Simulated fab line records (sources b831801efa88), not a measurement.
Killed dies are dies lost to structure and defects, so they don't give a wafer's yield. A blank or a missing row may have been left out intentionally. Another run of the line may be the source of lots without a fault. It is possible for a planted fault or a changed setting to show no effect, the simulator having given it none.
Which tool was responsible? :: flow sky130 :: 42 wafers from 14 lots sampled at 2 of the route's 708 steps

WHAT THE GAUGES SHOWED, per wafer
The record holds no reading of a measuring or inspecting step that can be judged against a usual standard deviation.

WHICH TOOL RAN EACH LOT (tool, then ch and the chambers of the sampled wafers, then the start)
lot: L573
SKY_LDD_HVP_DEVELOP_06: litho-track-01 ch 0, day 21 18:43
SKY_PAD_OPEN_PROBE_99: -

lot: L574
SKY_LDD_HVP_DEVELOP_06: litho-track-02 ch 0, day 22 00:53
SKY_PAD_OPEN_PROBE_99: -

lot: L576
SKY_LDD_HVP_DEVELOP_06: litho-track-03 ch 0, day 23 04:02
SKY_PAD_OPEN_PROBE_99: -

lot: L578
SKY_LDD_HVP_DEVELOP_06: litho-track-02 ch 0, day 23 22:26
SKY_PAD_OPEN_PROBE_99: -

lot: L579
SKY_LDD_HVP_DEVELOP_06: litho-track-01 ch 0, day 24 08:05
SKY_PAD_OPEN_PROBE_99: -

lot: L580
SKY_LDD_HVP_DEVELOP_06: litho-track-03 ch 0, day 24 09:50
SKY_PAD_OPEN_PROBE_99: -

lot: L582
SKY_LDD_HVP_DEVELOP_06: litho-track-03 ch 0, day 25 09:35
SKY_PAD_OPEN_PROBE_99: prober-01, day 48 09:22

lot: L583
SKY_LDD_HVP_DEVELOP_06: litho-track-03 ch 0, day 25 23:01
SKY_PAD_OPEN_PROBE_99: -

lot: L584
SKY_LDD_HVP_DEVELOP_06: litho-track-03 ch 0, day 26 06:26
SKY_PAD_OPEN_PROBE_99: -

lot: L585
SKY_LDD_HVP_DEVELOP_06: litho-track-03 ch 0, day 26 15:07
SKY_PAD_OPEN_PROBE_99: -

lot: L586
SKY_LDD_HVP_DEVELOP_06: litho-track-03 ch 0, day 26 23:34
SKY_PAD_OPEN_PROBE_99: prober-01, day 49 05:10

lot: L593
SKY_LDD_HVP_DEVELOP_06: litho-track-03 ch 0, day 29 08:35
SKY_PAD_OPEN_PROBE_99: -

lot: L595
SKY_LDD_HVP_DEVELOP_06: litho-track-01 ch 0, day 29 13:02
SKY_PAD_OPEN_PROBE_99: -

lot: L594
SKY_LDD_HVP_DEVELOP_06: litho-track-03 ch 0, day 29 15:01
SKY_PAD_OPEN_PROBE_99: -
- SKY_LDD_HVP_DEVELOP_06: develop time 60 s.
- SKY_PAD_OPEN_PROBE_99

WHAT THE TOOLS THEMSELVES READ (means of the sampled wafers that have a number; where no wafer has one, the mark that the record gives instead)
SKY_LDD_HVP_DEVELOP_06. Usual: developer-temp-C reads 23.01 C (standard deviation 0.097).
lot: L573
tool: litho-track-01
developer-temp-C (C): 22.89
flag: 

lot: L574
tool: litho-track-02
developer-temp-C (C): 22.92
flag: 

lot: L576
tool: litho-track-03
developer-temp-C (C): 22.95
flag: 

lot: L578
tool: litho-track-02
developer-temp-C (C): 23.12
flag: 

lot: L579
tool: litho-track-01
developer-temp-C (C): 22.91
flag: 

lot: L580
tool: litho-track-03
developer-temp-C (C): 23.07
flag: 

lot: L582
tool: litho-track-03
developer-temp-C (C): 23.00
flag: 

lot: L583
tool: litho-track-03
developer-temp-C (C): 22.95
flag: 

lot: L584
tool: litho-track-03
developer-temp-C (C): 22.97
flag: 

lot: L585
tool: litho-track-03
developer-temp-C (C): 23.10
flag: 

lot: L586
tool: litho-track-03
developer-temp-C (C): 23.04
flag: 

lot: L593
tool: litho-track-03
developer-temp-C (C): 24.12
flag: OFF

lot: L595
tool: litho-track-01
developer-temp-C (C): 23.14
flag: 

lot: L594
tool: litho-track-03
developer-temp-C (C): 23.94
flag: OFF

SKY_PAD_OPEN_PROBE_99. Usual: killed_at_M0_to_M3 44, standard deviation 7; killed_at_M4_up 3.2, standard deviation 2; killed-at-contacts 25, standard deviation 5.3; killed-at-front-end 15, standard deviation 4.3; killed-at-other 0.3, standard deviation 0.54; killed-dies 86, standard deviation 8.7; killed-open 47, standard deviation 6.4; killed-short 39, standard deviation 5.6.
lot: L582
tool: prober-01
killed_at_M0_to_M3: 43
killed_at_M4_up: 2.7
killed-at-contacts: 24
killed-at-front-end: 12
killed-at-other: 0.0
killed-dies: 83
killed-open: 45
killed-short: 37
flag: 

lot: L586
tool: prober-01
killed_at_M0_to_M3: 40
killed_at_M4_up: 2.0
killed-at-contacts: 25
killed-at-front-end: 16
killed-at-other: 0.0
killed-dies: 82
killed-open: 46
killed-short: 37
flag: 

THE ANSWER, worked out from the rows above alone
Rule: take the mean of a lot's wafers that have a number; if it is more than 3 standard deviations from the usual mean, the lot is off. A lot without any number at a reading at which 4 lots or more have one is off too. Where the step has rows for the other lots, those lots are counted as sound. After the gauges, taken in route order, come the tools' own readings; for these a lot's mean is taken, as printed above. The first step at which some lot is off is used, and at that step the reading that is off furthest; a lot without a number counts as furthest.
Off: L593, L594, at SKY_LDD_HVP_DEVELOP_06 (developer-temp-C).
A tool fits if, at that step or a process step before it, it ran every lot that is off, and no sound lot after the first of them. One candidate fits, namely litho-track-03 at SKY_LDD_HVP_DEVELOP_06. A fault onset in the window from L586 (day 26 23:34, its last sound lot) to L593 (day 29 08:35, its first lot off) fits.
The tool's own readings at SKY_LDD_HVP_DEVELOP_06 bear it out: on the lots that are off they differ by more than 5 times the standard deviation of the sound lots' means. developer-temp-C reads 24.03 C there against 23.00 C on the sound lots.

WHAT THE SIMULATOR PUT IN
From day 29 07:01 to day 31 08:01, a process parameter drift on litho-track-03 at SKY_LDD_HVP_DEVELOP_06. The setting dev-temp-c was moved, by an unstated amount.
Shown lots that were struck: L593, L594. The rule above reached the same finding.
